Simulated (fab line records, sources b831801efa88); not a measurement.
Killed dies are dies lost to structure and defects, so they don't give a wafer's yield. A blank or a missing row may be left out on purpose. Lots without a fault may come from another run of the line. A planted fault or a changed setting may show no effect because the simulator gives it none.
Which tool did it? | flow gf180mcu | 13 lots, 39 wafers sampled, at 3 steps of a route of 602

WHAT THE GAUGES READ, wafer by wafer
GF_M3_RS_MEAS_05: measures by four-point-probe.
lot  | measured     | on            | M3_ALCU_RS (ohm/sq)
L890 | day 20 10:20 | film_metro-03 | 0.0710 0.0708 0.0706
L893 | day 21 18:09 | film_metro-02 | 0.0696 0.0699 0.0707
L895 | day 22 10:52 | film_metro-03 | 0.0694 0.0696 0.0696
L896 | day 22 16:37 | film_metro-04 | 0.0697 0.0698 0.0701
L897 | day 23 00:44 | film_metro-04 | 0.0682 0.0691 0.0686
L898 | day 23 06:28 | film_metro-02 | 0.0703 0.0698 0.0699
L899 | day 23 13:49 | film_metro-02 | 0.0680 0.0676 0.0681
L900 | day 24 03:08 | film_metro-02 | 0.0690 0.0690 0.0694
L901 | day 24 18:02 | film_metro-03 | 0.0692 0.0700 0.0700
L903 | day 25 01:50 | film_metro-04 | 0.0700 0.0694 0.0704
L906 | day 26 00:29 | film_metro-02 | 0.0679 0.0681 0.0683
L907 | day 26 06:23 | film_metro-03 | 0.0698 0.0698 0.0690
L913 | day 28 00:10 | film_metro-02 | 0.0689 0.0688 0.0692

GF_M3_OVL_MEAS_15.
lot  | measured     | on         | M3_OVL (nm)
L890 | day 21 10:26 | overlay-01 | -2 9 1
L893 | day 22 16:16 | overlay-01 | 12 21 12
L895 | day 23 09:47 | overlay-02 | 12 3 6
L896 | day 23 14:53 | overlay-02 | -3 -12 7
L897 | day 23 23:13 | overlay-02 | -2 1 -4
L898 | day 24 04:38 | overlay-01 | 9 5 -3
L899 | day 24 11:31 | overlay-02 | 19 4 8
L900 | day 25 01:25 | overlay-01 | 10 8 16
L901 | day 25 15:08 | overlay-02 | 3 11 10
L903 | day 25 22:29 | overlay-01 | 5 -3 2
L906 | day 26 21:41 | overlay-02 | 13 15 9
L907 | day 27 02:41 | overlay-01 | 7 5 8
L913 | day 28 20:10 | overlay-02 | 7 3 9

WHICH TOOL RAN EACH LOT (tool, then ch and the chambers of the sampled wafers, then the start)
lot  | GF_M3_SPUTTER_04
L890 | pvd_sputter-01, day 20 10:17
L893 | pvd_sputter-01, day 21 18:05
L895 | pvd_sputter-01, day 22 10:49
L896 | pvd_sputter-01, day 22 16:34
L897 | pvd_sputter-01, day 23 00:41
L898 | pvd_sputter-01, day 23 06:25
L899 | pvd_sputter-03, day 23 13:45
L900 | pvd_sputter-01, day 24 03:05
L901 | pvd_sputter-04, day 24 17:59
L903 | pvd_sputter-04, day 25 01:46
L906 | pvd_sputter-03, day 26 00:25
L907 | pvd_sputter-04, day 26 06:20
L913 | pvd_sputter-03, day 28 00:08
- GF_M3_SPUTTER_04: material TiN, target thk 50 nm, time 41.7 s.

WHAT THE TOOLS THEMSELVES READ (means of the sampled wafers that have a number; where no wafer has one, the mark that the record gives instead)
GF_M3_SPUTTER_04.
lot  | tool           | throttle_valve_pct (%)
L890 | pvd_sputter-01 | 30.0
L893 | pvd_sputter-01 | 30.0
L895 | pvd_sputter-01 | 30.7
L896 | pvd_sputter-01 | 29.7
L897 | pvd_sputter-01 | 30.2
L898 | pvd_sputter-01 | 29.6
L899 | pvd_sputter-03 | 30.9
L900 | pvd_sputter-01 | 29.9
L901 | pvd_sputter-04 | 30.7
L903 | pvd_sputter-04 | 30.7
L906 | pvd_sputter-03 | 30.7
L907 | pvd_sputter-04 | 30.9
L913 | pvd_sputter-03 | 30.9

THE ANSWER, worked out from the rows above alone
Rule: what is usual is taken from the lots themselves. Put in order of their means at a reading, lots are off if they are a third of the lots or fewer, leave a main group of 4 or more, and stand apart from it by a gap of 3 or more times the standard deviation of the main group's means; of several such gaps the widest counts. A main group whose means are all the same, to the digits that the tables above print for the reading, isn't used. A lot without any number at a reading at which 4 lots or more have one is off too. The other lots that the step has rows for count as sound. The gauges are gone through in route order, then the tools' own readings, and for those a lot's mean is taken as printed above. The first step at which some lot is off is used, and at that step the reading that is off furthest; a lot without a number counts as furthest.
No lot is off at any reading shown: from this, nothing can be told.

WHAT THE SIMULATOR HAD PUT IN
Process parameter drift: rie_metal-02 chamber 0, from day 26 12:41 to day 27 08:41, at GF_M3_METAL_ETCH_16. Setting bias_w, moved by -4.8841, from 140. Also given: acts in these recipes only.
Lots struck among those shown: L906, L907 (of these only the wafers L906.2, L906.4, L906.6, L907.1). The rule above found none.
